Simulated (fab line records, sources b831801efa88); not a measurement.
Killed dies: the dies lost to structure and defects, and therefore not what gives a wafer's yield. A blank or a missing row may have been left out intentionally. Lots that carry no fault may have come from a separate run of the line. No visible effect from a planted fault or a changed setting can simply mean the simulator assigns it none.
Problem report in the 8D (eight disciplines) form, filled by code :: flow gf180mcu :: the parts of the form that need people (team, actions taken, sign-off) are left out

1. WHAT WENT WRONG
beamEnergyKeV at GF_LVPWELL_IMPLANT_09 reads a mean of 55.189 on 6 wafers of 2 lots; wafers without a fault read 59.997 with a standard deviation of 0.016. That is -99 or more standard deviations from the usual mean.
First observed at day 6 04:31: wafer L836.4, on implanter-04. The record has a number at this step for 18 wafers belonging to 6 lots. Rule for "out" (also "out of limits"): further than 4 standard deviations from the usual mean. All remaining wafers that have a number are taken as sound.

2. WHAT IT IS, AND WHAT IT ISN'T
question: which readings at this step
is: beamEnergyKeV
is not: -

question: which lots
is: L836, L837
is not: L827, L835, L844, L847

question: which wafers of those lots
is: all that have a number
is not: -

question: read on which tools
is: implanter-04
is not: implanter-01, implanter-02

question: when
is: from day 6 04:31
is not: up to then (6 sound wafers); but 6 sound wafers of L844, L847 came after

3. SUSPECTS, AND WHAT RULES EACH OUT
Counting: a tool at a process step up to the reading stays a suspect if it ran every lot that is out and no sound lot after the first of them.
- implanter-04 at GF_LVPWELL_IMPLANT_09: kept. All lots that are out passed through it, beginning with L836 at day 6 04:31, and no sound lot followed; its final sound lot before that point was L827 at day 4 02:26. Its own beamEnergyKeV readings are out on those wafers.
After counting, what remains is implanter-04 at GF_LVPWELL_IMPLANT_09.

4. THE CAUSE (what the simulator had put in)
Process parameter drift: implanter-04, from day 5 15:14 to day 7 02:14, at GF_LVPWELL_IMPLANT_09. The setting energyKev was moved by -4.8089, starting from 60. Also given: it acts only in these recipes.
This tool alone remained once counting was done.

5. SEQUENCE OF EFFECTS, ordered by route
Rows list readings where the struck wafers' mean (over those with a number) sits beyond 3 standard deviations from the usual. Only readings whose record carries a usual standard deviation are examined. hours: median over the lots of the time between each lot's start at the first step of this table that gives one and its start at this step. sigmas: the change, counted in usual standard deviations.
hours: 0
step: GF_LVPWELL_IMPLANT_09
reading: beamEnergyKeV
usual: 59.997
on struck wafers: 55.189
change: -4.808
sigmas: -99 or more
Process steps it contains:
- GF_LVPWELL_IMPLANT_09

6. WHAT WOULD HAVE CAUGHT IT SOONER
First out-of-limits reading in this record: day 6 04:31, which is 13 hours after fault onset at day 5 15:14.
